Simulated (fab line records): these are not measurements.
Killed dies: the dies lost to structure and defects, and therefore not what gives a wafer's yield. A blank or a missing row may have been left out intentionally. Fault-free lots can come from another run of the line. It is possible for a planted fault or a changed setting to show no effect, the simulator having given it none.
fab line records | flow sky130
record: lots: 5 | wafers: 15 | last-day: 50
route steps=708 shown FIELD_ISO@7 PAD_OPEN@708
lots that met no fault: taken from a fault-free run of the same line
start-h: start of the lot's first displayed wafer, in hours after the record's first day | wait-h: hours since the lot's step before | " as in the row above | L1.1+2: one row covering several wafers at once | - no value, or no start given | * or withheld: withheld | < > ~ a bound
route shown NAME@n: NAME is a module with steps in the file, n the number in the route of the first one | usual: mean/standard deviation of fault-free wafers | same: alike in all rows | chamber/n: place in a boat | sites: per-site readings | _std_site: the values' standard deviation | _edge_site: the outer-site mean with the inner-site mean subtracted | radius-mm: for every site, how far away it sits from the centre of the wafer | mask NAME#n: copy n | behind: the last tool/chamber to shape the wafer | hold: reason for holding the lot/hours on hold/outcome of the hold | device: names the non-switching transistor (n, p or np) | end of line: the tests these same wafers got at the end of their route | where a step has no rows: the recipe by itself | killed: dies that structure and defects cost at the first sort, which is not the same as the wafer's yield | map: per-die view of a wafer (x killed, . not killed, _ where there is no die)
set.NAME: the setting that was run; set.NAME@STEP: the one run at that earlier step | model.NAME: the simulator's own value behind a step, which no gauge read
lots at selected steps of the route; one table per step, one row per wafer
services: a tool's chamber out of use, with start hour (start-h, from the record's first day; less than 0 if before it), hours out, and reason
== steps ==
step: SKY_FIELD_ISO_HMDS_06
recipe: prime-time-s: 60 | prime-temp-c: 120
step: SKY_FIELD_ISO_COAT_07
recipe: resist: BARC | temp-c: withheld | time-s: withheld | spin-rpm: 3000 | resist-thk-nm: 60
step: SKY_FIELD_ISO_COAT_08
recipe: resist: KrF-thick | spin-rpm: 3000 | resist-thk-nm: 450
step: SKY_FIELD_ISO_SOFTBAKE_09
recipe: temp-c: 100 | time-s: 90 | resist: KrF-thick
step: SKY_FIELD_ISO_EXPOSE_10
recipe: mask-id: FOM | na: 0.68 | source-shape: annular | sigma-inner: 0.4 | sigma-outer: 0.8 | target-cd-nm: 150 | dose-mj: 28
step: SKY_FIELD_ISO_PEB_11
recipe: peb-temp-c: withheld | peb-time-s: withheld | resist: KrF-thick
step: SKY_FIELD_ISO_DEVELOP_12
recipe: develop-time-s: 60 | resist: KrF-thick | dev-temp-c: 21
step: SKY_FIELD_ISO_CD_MEAS_13
recipe: target-cd-nm: 150
usual: cd-nm: 150.0/1.8
lot.wafer | tool      | chamber | start-h | wait-h | cd-nm
L690.3    | cd-sem-01 | -       | 59.00   | -      | 149.2
L690.4    | "         | -       | "       | "      | 149.7
L690.6    | "         | -       | "       | "      | 149.9
L695.2    | cd-sem-01 | -       | 86.51   | -      | 148.9
L695.3    | "         | -       | "       | "      | 149.1
L695.6    | "         | -       | "       | "      | 147.9
L701.1    | cd-sem-02 | -       | 117.21  | -      | 150.9
L701.3    | "         | -       | "       | "      | 150.7
L701.5    | "         | -       | "       | "      | 151.3
L705.3    | cd-sem-01 | -       | 136.58  | -      | 149.4
L705.5    | "         | -       | "       | "      | 151.1
L705.6    | "         | -       | "       | "      | 149.7
L707.2    | cd-sem-02 | -       | 147.96  | -      | 152.1
L707.3    | "         | -       | "       | "      | 152.4
L707.6    | "         | -       | "       | "      | 151.9
step: SKY_FIELD_ISO_ETCH_14
recipe: chemistry: N2/H2 | target: BARC | ion-energy-ev: 200 | source-w: 500 | bias-w: 100 | pressure-mtorr: 30 | n2-flow-sccm: 100 | h2-flow-sccm: 200 | stop-on: SiO2 | time-s: 45.9 | target-depth-a: 600
usual: drypump-motor-current-A: 5.6/0.58 | oes-product-au: 0.854/0.0053 | run-length-s: 74.2/0.52 | throttle-valve-pct: 13.224/0.0087
lot.wafer | tool        | chamber | start-h | wait-h | drypump-motor-current-A | oes-product-au | rf-hours-counter-h | run-length-s | throttle-valve-pct
L690.3    | rie-diel-03 | 3       | 59.08   | 0.1    | 5.4                     | 0.865          | 122                | 74.1         | 13.221
L690.4    | "           | 2       | "       | "      | 6.4                     | 0.853          | 5                  | 74.5         | 13.219
L690.6    | "           | 3       | "       | "      | 5.4                     | 0.847          | -                  | 74.0         | 13.221
L695.2    | rie-diel-03 | 3       | 86.61   | 0.1    | 5.4                     | 0.847          | 122                | 74.0         | 13.208
L695.3    | "           | 1       | "       | "      | 6.0                     | 0.854          | 110                | 74.7         | 13.224
L695.6    | "           | 2       | "       | "      | 6.4                     | 0.865          | -                  | 74.6         | 13.236
L701.1    | rie-diel-04 | 3       | 117.33  | 0.1    | 5.8                     | 0.843          | 133                | 73.6         | 13.219
L701.3    | "           | 0       | "       | "      | 5.5                     | 0.852          | 27                 | 74.3         | 13.234
L701.5    | "           | 0       | "       | "      | 5.5                     | 0.851          | -                  | 74.1         | 13.233
L705.3    | rie-diel-02 | 3       | 136.66  | 0.1    | 4.8                     | 0.850          | 3                  | 74.3         | 13.230
L705.5    | "           | 1       | "       | "      | 4.8                     | 0.864          | -                  | 73.7         | 13.215
L705.6    | "           | 0       | "       | "      | 5.2                     | 0.856          | -                  | 74.4         | 13.221
L707.2    | rie-diel-04 | 3       | 148.06  | 0.1    | 5.9                     | 0.858          | 134                | 73.6         | 13.235
L707.3    | "           | 0       | "       | "      | 5.5                     | 0.852          | 27                 | 74.2         | 13.225
L707.6    | "           | 1       | "       | "      | 5.1                     | 0.855          | -                  | 75.1         | 13.213
step: SKY_FIELD_ISO_ETCH_15
recipe: chemistry: CHF3/O2 | target-depth-nm: 180 | stop-on: Si | source-w: 600 | bias-w: 200 | pressure-mtorr: 40 | chf3-flow-sccm: 50 | O2_flow_sccm: 5 | time-s: 72
usual: drypump-motor-current-A: 5.6/0.57 | oes-product-au: 0.946/0.0063 | run-length-s: 100.3/0.51 | throttle-valve-pct: 8.842/0.0091
lot.wafer | tool        | chamber | start-h | wait-h | drypump-motor-current-A | oes-product-au | rf-hours-counter-h | run-length-s | throttle-valve-pct
L690.3    | rie-diel-03 | 3       | 59.12   | 0.0    | 5.4                     | 0.954          | 122                | 100.4        | 8.853
L690.4    | "           | 2       | "       | "      | 6.4                     | 0.949          | 5                  | 100.4        | 8.839
L690.6    | "           | 3       | "       | "      | 5.4                     | 0.954          | -                  | 100.1        | 8.824
L695.2    | rie-diel-03 | 3       | 86.65   | 0.0    | 5.4                     | 0.949          | 122                | 100.1        | 8.838
L695.3    | "           | 1       | "       | "      | 6.0                     | 0.954          | 110                | 100.7        | 8.837
L695.6    | "           | 2       | "       | "      | 6.4                     | 0.942          | -                  | 100.4        | 8.851
L701.1    | rie-diel-04 | 3       | 117.37  | 0.0    | 5.9                     | 0.947          | 133                | 99.6         | 8.851
L701.3    | "           | 0       | "       | "      | 5.5                     | 0.948          | 27                 | 100.5        | 8.842
L701.5    | "           | 0       | "       | "      | 5.5                     | 0.942          | -                  | 100.5        | 8.833
L705.3    | rie-diel-02 | 3       | 136.70  | 0.0    | 4.8                     | 0.948          | 3                  | 100.1        | 8.838
L705.5    | "           | 1       | "       | "      | 4.8                     | 0.949          | -                  | 99.8         | 8.858
L705.6    | "           | 0       | "       | "      | 5.2                     | 0.943          | -                  | 100.6        | 8.850
L707.2    | rie-diel-04 | 3       | 148.10  | 0.0    | 5.9                     | 0.937          | 134                | 100.2        | 8.840
L707.3    | "           | 0       | "       | "      | 5.5                     | 0.943          | 27                 | 100.7        | 8.836
L707.6    | "           | 1       | "       | "      | 5.0                     | 0.934          | -                  | 100.7        | 8.837
step: SKY_FIELD_ISO_STRIP_16
recipe: chemistry: O2/N2 | power-w: 1400 | pressure-mtorr: 1500 | platen-temp-c: withheld | o2-flow-sccm: 3000 | n2-flow-sccm: 300 | overash-fraction: 0.5
usual: drypump-motor-current-A: 5.8/0.43 | oes-product-au: 0.378/0.005 | strip-time-to-endpoint-s: 3.54/0.034
lot.wafer | tool            | chamber | start-h | wait-h | drypump-motor-current-A | oes-product-au | rf-hours-counter-h | strip-time-to-endpoint-s
L690.3    | plasma-asher-01 | 0       | 59.21   | 0.1    | 6.3                     | 0.372          | -                  | 3.60
L690.4    | "               | 1       | "       | "      | 5.6                     | 0.387          | -                  | 3.61
L690.6    | "               | 1       | "       | "      | 5.6                     | 0.376          | -                  | 3.60
L695.2    | plasma-asher-04 | 1       | 86.71   | 0.0    | 5.9                     | 0.383          | 39                 | 3.57
L695.3    | "               | 1       | "       | "      | 5.9                     | 0.374          | -                  | 3.51
L695.6    | "               | 1       | "       | "      | 5.9                     | 0.387          | -                  | 3.58
L701.1    | plasma-asher-01 | 1       | 117.43  | 0.0    | 5.7                     | 0.377          | 31                 | 3.54
L701.3    | "               | 1       | "       | "      | 5.6                     | 0.390          | -                  | 3.59
L701.5    | "               | 1       | "       | "      | 5.6                     | 0.384          | -                  | 3.56
L705.3    | plasma-asher-02 | 1       | 136.79  | 0.1    | 5.8                     | 0.375          | -                  | 3.54
L705.5    | "               | 0       | "       | "      | 4.8                     | 0.378          | -                  | 3.57
L705.6    | "               | 1       | "       | "      | 5.8                     | 0.376          | -                  | 3.54
L707.2    | plasma-asher-02 | 0       | 148.16  | 0.0    | 4.8                     | 0.383          | 2                  | 3.53
L707.3    | "               | 1       | "       | "      | 5.8                     | 0.378          | -                  | 3.58
L707.6    | "               | 1       | "       | "      | 5.8                     | 0.382          | -                  | 3.53
step: SKY_FIELD_ISO_ETCH_17
recipe: target-depth-a: 3420 | mask-material: Si3N4 | chemistry: HBr/Cl2/O2 | target: Si | taper-deg: 5 | icp-w: 600 | bias-w: 150 | pressure-mtorr: 15 | HBr_flow_sccm: 150 | Cl2_flow_sccm: 40 | O2_flow_sccm: 6 | time-s: 97.7
usual: drypump-motor-current-A: 5.7/0.45 | oes-product-au: 1.001/0.008 | run-length-s: 125.7/0.41 | throttle-valve-pct: 25.655/0.01
lot.wafer | tool      | chamber | start-h | wait-h | drypump-motor-current-A | oes-product-au | rf-hours-counter-h | run-length-s | throttle-valve-pct
L690.3    | rie-si-01 | 1       | 59.28   | 0.0    | 5.9                     | 0.997          | 68                 | 125.8        | 25.649
L690.4    | "         | 0       | "       | "      | 5.6                     | 0.998          | 2                  | 125.1        | 25.661
L690.6    | "         | 2       | "       | "      | 6.2                     | 0.984          | -                  | 125.3        | 25.673
L695.2    | rie-si-01 | 0       | 86.81   | 0.1    | 5.5                     | 1.001          | 2                  | 125.4        | 25.670
L695.3    | "         | 2       | "       | "      | 6.3                     | 0.979          | 0                  | 125.3        | 25.676
L695.6    | "         | 2       | "       | "      | 6.3                     | 0.983          | -                  | 125.3        | 25.653
L701.1    | rie-si-01 | 3       | 117.53  | 0.1    | 6.1                     | 0.990          | 2                  | 125.5        | 25.657
L701.3    | "         | 1       | "       | "      | 5.9                     | 1.006          | 69                 | 125.9        | 25.648
L701.5    | "         | 0       | "       | "      | 5.6                     | 1.004          | -                  | 125.8        | 25.666
L705.3    | rie-si-01 | 3       | 136.86  | 0.0    | 6.1                     | 1.007          | 2                  | 125.8        | 25.652
L705.5    | "         | 0       | "       | "      | 5.5                     | 1.003          | -                  | 125.8        | 25.671
L705.6    | "         | 3       | "       | "      | 6.1                     | 0.993          | -                  | 125.6        | 25.670
L707.2    | rie-si-01 | 1       | 148.26  | 0.1    | 5.9                     | 1.006          | 69                 | 125.6        | 25.635
L707.3    | "         | 0       | "       | "      | 5.6                     | 1.002          | 3                  | 125.1        | 25.659
L707.6    | "         | 1       | "       | "      | 6.0                     | 0.999          | -                  | 125.6        | 25.638
step: SKY_FIELD_ISO_WET_ETCH_18
recipe: chemistry: H3PO4 | target-depth-nm: 25 | temp-c: 160 | target: Si3N4 | time-s: 286
usual: run-length-s: 316/3.9
lot.wafer | tool         | chamber | start-h | wait-h | run-length-s | model.Si3N4_of_FIELD_ISO_CVD_03.thk-nm
L690.3    | wet-bench-04 | 1       | 59.35   | 0.0    | 318          | 125
L690.4    | "            | 1       | "       | "      | 318          | 125.1
L690.6    | "            | 1       | "       | "      | 318          | 126.3
L695.2    | wet-bench-01 | 3       | 86.88   | 0.0    | 319          | 125.3
L695.3    | "            | 3       | "       | "      | 319          | 126.4
L695.6    | "            | 3       | "       | "      | 319          | 125.8
L701.1    | wet-bench-01 | 2       | 117.60  | 0.0    | 512          | 107.5
L701.3    | "            | 2       | "       | "      | 512          | 108.3
L701.5    | "            | 2       | "       | "      | 512          | 104.9
L705.3    | wet-bench-04 | 0       | 136.93  | 0.0    | 320          | 126.1
L705.5    | "            | 0       | "       | "      | 320          | 127.2
L705.6    | "            | 0       | "       | "      | 320          | 125.1
L707.2    | wet-bench-04 | 2       | 148.33  | 0.0    | 309          | 122.8
L707.3    | "            | 2       | "       | "      | 309          | 122.7
L707.6    | "            | 2       | "       | "      | 309          | 123.6
step: SKY_FIELD_ISO_CLEAN_19
recipe: chemistry: SC1/SC2 | mix: 1:4:20 | temp-c: 70 | time-s: 150
step: SKY_FIELD_ISO_CLEAN_20
recipe: chemistry: dHF | time-s: 20 | dilution: 100:1
step: SKY_FIELD_ISO_WET_ETCH_21
recipe: chemistry: dHF | dilution: 100:1 | target-depth-nm: 20 | dry: ipa-marangoni | target: SiO2 | temp-c: 25 | time-s: 400
step: SKY_FIELD_ISO_OXIDATION_22
recipe: temp-c: 950 | ambient: O2 | stabilise-s: 600 | purge-s: 300 | target-thk-a: 100 | ox-time-s: 623
step: SKY_FIELD_ISO_THK_MEAS_23
recipe: reads: SiO2_of_FIELD_ISO_OXIDATION_22
usual: FIELD_ISO_OXIDATION_01_THK: 9.90/0.21
lot.wafer | tool          | chamber | start-h | wait-h | FIELD_ISO_OXIDATION_01_THK[nm]
L690.3    | film-metro-04 | -       | 60.84   | 0.0    | 10.10
L690.4    | "             | -       | "       | "      | 10.11
L690.6    | "             | -       | "       | "      | 9.86
L695.2    | film-metro-04 | -       | 90.76   | 0.0    | 10.09
L695.3    | "             | -       | "       | "      | 10.14
L695.6    | "             | -       | "       | "      | 10.21
L701.1    | film-metro-04 | -       | 119.39  | 0.0    | 9.92
L701.3    | "             | -       | "       | "      | 10.19
L701.5    | "             | -       | "       | "      | 10.05
L705.3    | film-metro-04 | -       | 138.67  | 0.0    | 9.94
L705.5    | "             | -       | "       | "      | 9.86
L705.6    | "             | -       | "       | "      | 9.96
L707.2    | film-metro-03 | -       | 150.72  | 0.0    | 9.90
L707.3    | "             | -       | "       | "      | 9.98
L707.6    | "             | -       | "       | "      | 10.06
step: SKY_FIELD_ISO_CVD_24
recipe: material: SiO2 | target-thk-nm: 595 | temp-c: 650 | sigma-open-frac: 0.3 | time-s: 99.2 | sih4-flow-sccm: 60 | pressure-mtorr: 6
step: SKY_FIELD_ISO_THK_MEAS_25
recipe: reads: SiO2_of_FIELD_ISO_CVD_24
usual: FIELD_ISO_CVD_24_THK: 596/6.4
lot.wafer | tool          | chamber | start-h | wait-h | FIELD_ISO_CVD_24_THK[nm]
L690.3    | film-metro-03 | -       | 60.97   | 0.1    | 595
L690.4    | "             | -       | "       | "      | 611
L690.6    | "             | -       | "       | "      | 599
L695.2    | film-metro-04 | -       | 90.89   | 0.0    | 590
L695.3    | "             | -       | "       | "      | 590
L695.6    | "             | -       | "       | "      | 588
L701.1    | film-metro-03 | -       | 119.52  | 0.0    | 590
L701.3    | "             | -       | "       | "      | 590
L701.5    | "             | -       | "       | "      | 597
L705.3    | film-metro-03 | -       | 138.80  | 0.1    | 593
L705.5    | "             | -       | "       | "      | 591
L705.6    | "             | -       | "       | "      | 598
L707.2    | film-metro-02 | -       | 150.86  | 0.0    | 599
L707.3    | "             | -       | "       | "      | 592
L707.6    | "             | -       | "       | "      | 596
step: SKY_FIELD_ISO_ANNEAL_26
recipe: temp-c: 1000 | time-s: 1800 | ambient: N2
step: SKY_FIELD_ISO_CMP_27
recipe: stop-on: Si3N4 | t-overpolish-s: 16 | down-force-psi: 4 | platen-rpm: 60 | target-thk-nm: 457.8 | pad-velocity-m-s: 0.94248
usual: head-pressure-psi: 3.999/0.0095 | motor-current-A: 12.3/1.5
lot.wafer | tool   | chamber | start-h | wait-h | head-pressure-psi | motor-current-A
L690.3    | cmp-01 | 2       | 62.76   | 0.1    | 3.997             | 9.6
L690.4    | "      | 3       | "       | "      | 4.012             | 13.4
L690.6    | "      | 1       | "       | "      | 3.991             | 14.8
L695.2    | cmp-01 | 0       | 95.05   | 0.0    | 3.991             | 13.6
L695.3    | "      | 3       | "       | "      | 4.005             | 13.2
L695.6    | "      | 1       | "       | "      | 3.992             | 14.6
L701.1    | cmp-02 | 1       | 121.08  | 0.0    | 3.987             | 12.2
L701.3    | "      | 3       | "       | "      | 4.001             | 12.0
L701.5    | "      | 2       | "       | "      | 3.997             | 13.6
L705.3    | cmp-01 | 0       | 141.07  | 0.0    | 3.987             | 12.7
L705.6    | "      | 0       | "       | "      | 3.995             | 13.0
L705.5    | "      | 1       | "       | "      | 4.004             | 14.2
L707.2    | cmp-02 | 2       | 153.10  | 0.1    | 4.004             | 13.6
L707.3    | "      | 0       | "       | "      | 3.980             | 10.8
L707.6    | "      | 2       | "       | "      | 4.005             | 13.3
step: SKY_FIELD_ISO_WET_ETCH_28
recipe: chemistry: dHF | target-depth-nm: 23.7 | target: SiO2 | dilution: 10:1 | temp-c: 25 | time-s: 47
usual: run-length-s: 76/3.6
lot.wafer | tool         | chamber | start-h | wait-h | run-length-s | model.Si3N4_of_FIELD_ISO_CVD_03.thk-nm
L690.3    | wet-bench-04 | 2       | 62.96   | 0.1    | 78           | 119
L690.4    | "            | 2       | "       | "      | 78           | 119.2
L690.6    | "            | 2       | "       | "      | 78           | 120.3
L695.2    | wet-bench-01 | 3       | 95.35   | 0.2    | 73           | 119.3
L695.3    | "            | 3       | "       | "      | 73           | 120.4
L695.6    | "            | 3       | "       | "      | 73           | 119.9
L701.1    | wet-bench-01 | 3       | 121.38  | 0.2    | 74           | 101.6
L701.3    | "            | 3       | "       | "      | 74           | 102.4
L701.5    | "            | 3       | "       | "      | 74           | 98.99
L705.3    | wet-bench-02 | 3       | 141.37  | 0.2    | 81           | 120.1
L705.5    | "            | 3       | "       | "      | 81           | 121.3
L705.6    | "            | 3       | "       | "      | 81           | 119.1
L707.2    | wet-bench-04 | 2       | 153.35  | 0.2    | 71           | 116.8
L707.3    | "            | 2       | "       | "      | 71           | 116.7
L707.6    | "            | 2       | "       | "      | 71           | 117.7
step: SKY_FIELD_ISO_WET_ETCH_29
recipe: chemistry: H3PO4 | target-depth-nm: 160 | target: Si3N4 | temp-c: 160 | time-s: 1825
step: SKY_PAD_OPEN_PROBE_99
usual: killed_at_M0_to_M3: 43/7.2 | killed_at_M4_up: 3.2/1.8 | killed-at-contacts: 23/5.6 | killed-at-front-end: 15/4.6 | killed-at-other: 0.3/0.71 | killed-dies: 85/10 | killed-open: 46/7.8 | killed-short: 38/6.5
same: gross-dies: 492 | killed-at-back-side: 0
lot.wafer | tool      | chamber | start-h | wait-h | killed_at_M0_to_M3 | killed_at_M4_up | killed-at-contacts | killed-at-front-end | killed-at-other | killed-dies | killed-open | killed-short | model.etest.res_p_drift_20v.line-ohm-um | model.etest.res_p_drift_20v.rs-ohm-sq | model.etest.pfet_16v.r-on-ohm-um | model.etest.res-iso-pwell.rs-ohm-sq | model.etest.res-nwell.rs-ohm-sq | model.etest.cap-li-to-poly.c-af-um2 | model.etest.cap-poly-to-well.c-af-um2 | model.etest.field-p.vt-v
L690.3    | prober-02 | -       | 1108.97 | 0.2    | 41                 | 1               | 25                 | 13                  | 0               | 80          | 46          | 34           | 1.153e+04                               | 9673                                  | 1.567e+04                        | 3422                                | 955.9                           | 98.63                               | 92.93                                 | -41.75
L690.4    | prober-02 | -       | 1109.02 | 0.2    | 40                 | 4               | 18                 | 14                  | 0               | 76          | 42          | 34           | 1.133e+04                               | 9467                                  | 1.526e+04                        | 3295                                | 930.2                           | 100.7                               | 90.43                                 | -40.84
L690.6    | prober-02 | -       | 1109.12 | 0.2    | 46                 | 3               | 27                 | 22                  | 0               | 98          | 51          | 47           | 1.098e+04                               | 9074                                  | 1.5e+04                          | 3142                                | 919.3                           | 97.95                               | 93.72                                 | -39.55
L695.2    | prober-02 | -       | 1145.58 | 0.1    | 40                 | 2               | 22                 | 17                  | 0               | 81          | 40          | 40           | 1.108e+04                               | 9129                                  | 1.541e+04                        | 3187                                | 914.7                           | 97.72                               | 88.78                                 | -40.21
L695.3    | prober-02 | -       | 1145.63 | 0.2    | 41                 | 5               | 19                 | 18                  | 1               | 84          | 36          | 48           | 1.051e+04                               | 8665                                  | 1.486e+04                        | 2944                                | 877                             | 98.27                               | 94.42                                 | -38.14
L695.6    | prober-02 | -       | 1145.78 | 0.2    | 43                 | 5               | 24                 | 15                  | 0               | 87          | 49          | 36           | 1.078e+04                               | 8756                                  | 1.479e+04                        | 2967                                | 892.5                           | 99.39                               | 92.38                                 | -38.46
L701.1    | prober-02 | -       | 1172.33 | 0.1    | 55                 | 9               | 32                 | 15                  | 0               | 111         | 58          | 52           | 1.048e+04                               | 8685                                  | 1.468e+04                        | 2622                                | 939.6                           | 92.23                               | 98.08                                 | -38.84
L701.3    | prober-02 | -       | 1172.43 | 0.2    | 43                 | 3               | 24                 | 19                  | 0               | 89          | 62          | 26           | 1.087e+04                               | 9066                                  | 1.477e+04                        | 2722                                | 955.2                           | 94.14                               | 93.1                                  | -40.05
L701.5    | prober-02 | -       | 1172.53 | 0.2    | 43                 | 4               | 26                 | 23                  | 0               | 96          | 47          | 49           | 1.048e+04                               | 8899                                  | 1.471e+04                        | 2678                                | 940.6                           | 93.62                               | 97.72                                 | -39.45
L705.3    | prober-02 | -       | 1189.26 | 0.2    | 44                 | 1               | 22                 | 20                  | 0               | 87          | 44          | 43           | 1.177e+04                               | 9800                                  | 1.536e+04                        | 3180                                | 1009                            | 100.7                               | 90.37                                 | -43.93
L705.5    | prober-02 | -       | 1189.36 | 0.2    | 37                 | 2               | 19                 | 13                  | 0               | 71          | 37          | 34           | 1.191e+04                               | 9990                                  | 1.554e+04                        | 3237                                | 1015                            | 95.81                               | 90.79                                 | -44.3
L705.6    | prober-02 | -       | 1189.41 | 0.2    | 34                 | 3               | 16                 | 17                  | 0               | 70          | 29          | 41           | 1.154e+04                               | 9757                                  | 1.519e+04                        | 3119                                | 993.3                           | 98.3                                | 90.99                                 | -43.4
L707.2    | prober-02 | -       | 1197.05 | 0.1    | 39                 | 5               | 29                 | 14                  | 0               | 87          | 50          | 36           | 1.122e+04                               | 9363                                  | 1.529e+04                        | 3017                                | 956                             | 95.65                               | 92.36                                 | -41.89
L707.3    | prober-02 | -       | 1197.10 | 0.2    | 49                 | 2               | 28                 | 15                  | 0               | 94          | 54          | 40           | 1.1e+04                                 | 9174                                  | 1.512e+04                        | 2944                                | 946.4                           | 96.97                               | 92.19                                 | -41.12
L707.6    | prober-02 | -       | 1197.25 | 0.2    | 45                 | 3               | 21                 | 16                  | 0               | 85          | 47          | 37           | 1.116e+04                               | 9332                                  | 1.532e+04                        | 2991                                | 957.1                           | 97.89                               | 91.62                                 | -41.77
killed by level:class
L690.3 VIA1:geometric-particle:open=10 VIA2:geometric-particle:open=8 LI_CONTACT:geometric-particle:open=7 CONTACT:geometric-particle:open=7 CONTACT:geometric-particle:short=5 VIA3:geometric-particle:open=5 FIELD_ISO:geometric-particle:short=4 POLY_GATE:geometric-particle:open=4
L690.4 METAL2:geometric-particle:short=9 VIA2:geometric-particle:open=9 VIA1:geometric-particle:open=8 LI_CONTACT:geometric-particle:open=5 CONTACT:geometric-particle:open=5 FIELD_ISO:geometric-particle:short=3 LOCAL_INTERCONNECT:geometric-particle:open=3 METAL1:geometric-particle:short=3
L690.6 VIA3:geometric-particle:open=10 VIA2:geometric-particle:open=9 LI_CONTACT:geometric-particle:open=8 METAL2:geometric-particle:short=8 POLY_GATE:geometric-particle:short=7 CONTACT:geometric-particle:short=7 CONTACT:geometric-particle:open=7 VIA1:geometric-particle:open=6
L695.2 LI_CONTACT:geometric-particle:open=10 POLY_GATE:geometric-particle:short=7 POLY_GATE:geometric-particle:open=7 VIA1:geometric-particle:short=7 VIA1:geometric-particle:open=7 METAL2:geometric-particle:short=7 LOCAL_INTERCONNECT:geometric-particle:short=5 CONTACT:geometric-particle:open=4
L695.3 CONTACT:geometric-particle:open=9 METAL1:geometric-particle:short=8 METAL3:geometric-particle:short=6 FIELD_ISO:geometric-particle:short=5 POLY_GATE:geometric-particle:short=5 LI_CONTACT:geometric-particle:open=5 VIA1:geometric-particle:open=5 METAL2:geometric-particle:short=5
L695.6 VIA1:geometric-particle:open=10 CONTACT:geometric-particle:open=8 LI_CONTACT:geometric-particle:open=7 VIA2:geometric-particle:open=7 VIA1:geometric-particle:short=6 VIA3:geometric-particle:open=5 LI_CONTACT:geometric-particle:short=4 POLY_GATE:geometric-particle:open=3
L701.1 VIA1:geometric-particle:open=13 LI_CONTACT:geometric-particle:open=8 CONTACT:geometric-particle:open=8 METAL1:geometric-particle:short=8 VIA1:geometric-particle:short=7 VIA3:geometric-particle:open=7 CONTACT:geometric-particle:short=6 VIA2:geometric-particle:open=6
L701.3 VIA1:geometric-particle:open=13 FIELD_ISO:geometric-particle:open=11 CONTACT:geometric-particle:open=9 LI_CONTACT:geometric-particle:open=8 VIA3:geometric-particle:open=6 METAL2:geometric-particle:short=5 METAL2:geometric-particle:open=5 METAL1:geometric-particle:short=4
L701.5 VIA1:geometric-particle:open=9 FIELD_ISO:geometric-particle:short=8 METAL2:geometric-particle:short=6 LI_CONTACT:geometric-particle:open=6 LOCAL_INTERCONNECT:geometric-particle:short=6 CONTACT:geometric-particle:open=6 VIA2:geometric-particle:open=6 VIA3:geometric-particle:open=6
L705.3 VIA1:geometric-particle:open=10 CONTACT:geometric-particle:open=8 FIELD_ISO:geometric-particle:open=5 LI_CONTACT:geometric-particle:open=5 VIA3:geometric-particle:short=5 METAL1:geometric-particle:short=5 VIA2:geometric-particle:open=5 METAL2:geometric-particle:short=5
L705.5 CONTACT:geometric-particle:open=7 METAL1:geometric-particle:short=7 LI_CONTACT:geometric-particle:open=6 VIA1:geometric-particle:open=6 VIA3:geometric-particle:open=6 POLY_GATE:geometric-particle:open=4 LOCAL_INTERCONNECT:geometric-particle:short=4 METAL2:geometric-particle:short=4
L705.6 METAL1:geometric-particle:short=9 METAL2:geometric-particle:short=9 CONTACT:geometric-particle:open=8 FIELD_ISO:geometric-particle:short=6 POLY_GATE:geometric-particle:open=4 CONTACT:geometric-particle:short=4 VIA3:geometric-particle:open=4 POLY_GATE:geometric-particle:short=3
L707.2 CONTACT:geometric-particle:open=15 VIA3:geometric-particle:open=7 METAL2:geometric-particle:short=7 VIA2:geometric-particle:open=7 LI_CONTACT:geometric-particle:open=6 VIA1:geometric-particle:open=6 FIELD_ISO:geometric-particle:short=5 CONTACT:geometric-particle:short=4
L707.3 VIA3:geometric-particle:open=14 LI_CONTACT:geometric-particle:open=9 LOCAL_INTERCONNECT:geometric-particle:short=8 VIA1:geometric-particle:short=7 CONTACT:geometric-particle:open=7 VIA1:geometric-particle:open=6 VIA2:geometric-particle:open=6 POLY_GATE:geometric-particle:open=5
L707.6 VIA3:geometric-particle:open=12 METAL2:geometric-particle:short=8 VIA1:geometric-particle:short=7 CONTACT:geometric-particle:open=6 POLY_GATE:geometric-particle:open=5 LI_CONTACT:geometric-particle:open=5 LOCAL_INTERCONNECT:geometric-particle:short=5 FIELD_ISO:geometric-particle:open=4
== services ==
tool            | chamber | start-h | hours | kind
rie-si-01       | 2       | 37.85   | -     | clean
rie-si-01       | 2       | 37.85   | 21.3  | scheduled-down
rie-si-01       | 2       | 37.85   | 21.3  | vent-cycle
cmp-01          | -       | 38.31   | 2.3   | repair
cmp-02          | -       | 53.23   | 0.6   | repair
cmp-02          | -       | 64.04   | 4.0   | pm
plasma-asher-02 | -       | 68.85   | 7.8   | repair
rie-diel-02     | 0       | 70.87   | 1.6   | repair
cmp-02          | -       | 77.79   | 7.0   | pm
rie-diel-02     | 2       | 82.64   | 40.7  | repair
plasma-asher-02 | -       | 84.48   | 15.6  | pm
wet-bench-04    | -       | 100.43  | 3.0   | repair
rie-diel-03     | 2       | 102.17  | 2.8   | repair
plasma-asher-02 | -       | 104.50  | 8.7   | repair
cmp-02          | -       | 110.81  | 1.5   | repair
plasma-asher-02 | -       | 113.24  | 9.0   | pm
rie-diel-03     | 1       | 131.86  | 8.5   | repair
rie-diel-03     | -       | 132.25  | 2.8   | pm
cmp-02          | -       | 142.39  | 0.7   | repair
rie-diel-04     | 2       | 146.22  | 3.5   | repair
cmp-01          | -       | 147.06  | 3.9   | repair
rie-diel-03     | 3       | 148.89  | 1.7   | repair
rie-diel-04     | 2       | 149.71  | -     | clean
rie-diel-03     | 2       | 152.28  | 5.0   | repair
== key ==
first-sign: step: SKY_FIELD_ISO_WET_ETCH_18 | reading: run-length-s | direction: up | sigmas: 50 | usual: * | struck: *
effect none on later readings
model-effect: step: SKY_FIELD_ISO_WET_ETCH_18 | value: Si3N4_of_FIELD_ISO_CVD_03.thk-nm | without: 124.3 | struck: 106.9
model-effect: step: SKY_FIELD_ISO_WET_ETCH_28 | value: Si3N4_of_FIELD_ISO_CVD_03.thk-nm | without: 118.4 | struck: 101
model-effect: step: SKY_PAD_OPEN_PROBE_99 | value: etest.res_p_drift_20v.line-ohm-um | without: 1.182e+04 | struck: 1.061e+04
met-at SKY_FIELD_ISO_WET_ETCH_18
struck-wafers L701.1,L701.3,L701.5
tester-left-out L701
fault: kind: process-parameter-drift | tool: wet-bench-01 | chamber: 2 | onset-h: 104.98 | steps: SKY_FIELD_ISO_WET_ETCH_18 | channel: time-s | offset: * | shape: step | end-h: 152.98 | acts-in: * | stated: *
tester-left-out: of these lots the tester's yield and bins aren't shown, on N5 and GAA mostly nor the transistor test; their killed dies are dies lost to structure and defects alone, not to doping, threshold or leakage, so they don't give the yield
